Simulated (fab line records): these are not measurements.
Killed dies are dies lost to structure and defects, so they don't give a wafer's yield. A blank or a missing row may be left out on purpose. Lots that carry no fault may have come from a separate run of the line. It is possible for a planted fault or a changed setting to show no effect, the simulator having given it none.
One fault seen from 2 desks	flow gf180mcu	numbers are kept per desk, each desk with only its own; the story behind them comes last

## METROLOGY DESK
What the gauges read, lot by lot, whatever tool the lot ran on: means of the sampled wafers that have a number. Any lot whose mean is over 4 standard deviations away from the usual mean is out of limits and marked OUT; that distance is given in the brackets.
Columns: A = M3_ALCU_RS at GF_M3_RS_MEAS_05, usual 0.0697 ohm/sq; B = cd-nm at GF_M3_CD_MEAS_14, usual 280.1 nm
lot	first seen here	A	B
L928	day 20 07:26	0.0703	280.2
L929	day 20 15:28	0.0690	278.4
L931	day 21 11:15	0.0697	281.1
L932	day 22 06:14	0.0703	281.0
L933	day 22 12:36	0.0691	281.5
L934	day 22 19:24	0.0678	280.0
L935	day 23 02:37	0.0709	279.7
L937	day 24 02:41	0.0689	279.2
L938	day 24 11:38	0.0696	280.2
L939	day 24 18:44	0.0703	281.1
L944	day 26 00:20	0.0695	278.4
L948	day 27 02:23	0.0700	277.6
L950	day 27 16:12	0.0693	279.6
L951	day 28 02:54	0.0711	279.3
This desk's finding: nothing out of limits on any of the 14 lots.

## AT THE TOOL OWNER'S DESK: litho-track-01
The tool's own readings at GF_M3_SOFTBAKE_10 (time 60 s): means of the sampled wafers that have a number, for each lot that ran on this tool. Any lot whose mean is over 4 standard deviations away from the usual mean is out of limits and marked OUT; that distance is given in the brackets.
Columns: A = run-length-s at GF_M3_SOFTBAKE_10, usual 89.27 s
lot	first seen here	A
L928	day 20 19:29	89.21
L929	day 21 04:02	89.19
L931	day 21 23:02	89.05
L934	day 23 07:34	89.31
L937	day 24 13:47	89.17
L939	day 25 04:59	89.16
L944	day 26 10:46	100.43 (+74) OUT
L948	day 27 11:58	100.31 (+74) OUT
Finding of this desk: L944, L948 out of limits; the first was L944 at day 26 10:46, on run-length-s at GF_M3_SOFTBAKE_10. L928, L929, L931, L934, L937, L939: within limits.

## ALL TOGETHER
The tool owner's desk could have raised an alarm at day 26 10:46, on L944, L948.
From the metrology desk's view, nothing was out of limits.
The metrology desk holds a record of L944, L948, inside its limits.
The lots listed all ran GF_M3_SOFTBAKE_10 on litho-track-01.

## WHAT HAD BEEN PUT IN BY THE SIMULATOR
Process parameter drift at GF_M3_SOFTBAKE_10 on litho-track-01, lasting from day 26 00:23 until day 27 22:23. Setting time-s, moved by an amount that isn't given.
Lots struck among those shown: L944, L948.
Each desk's first reading out of limits, in hours after the fault started: the tool owner's desk, 10.
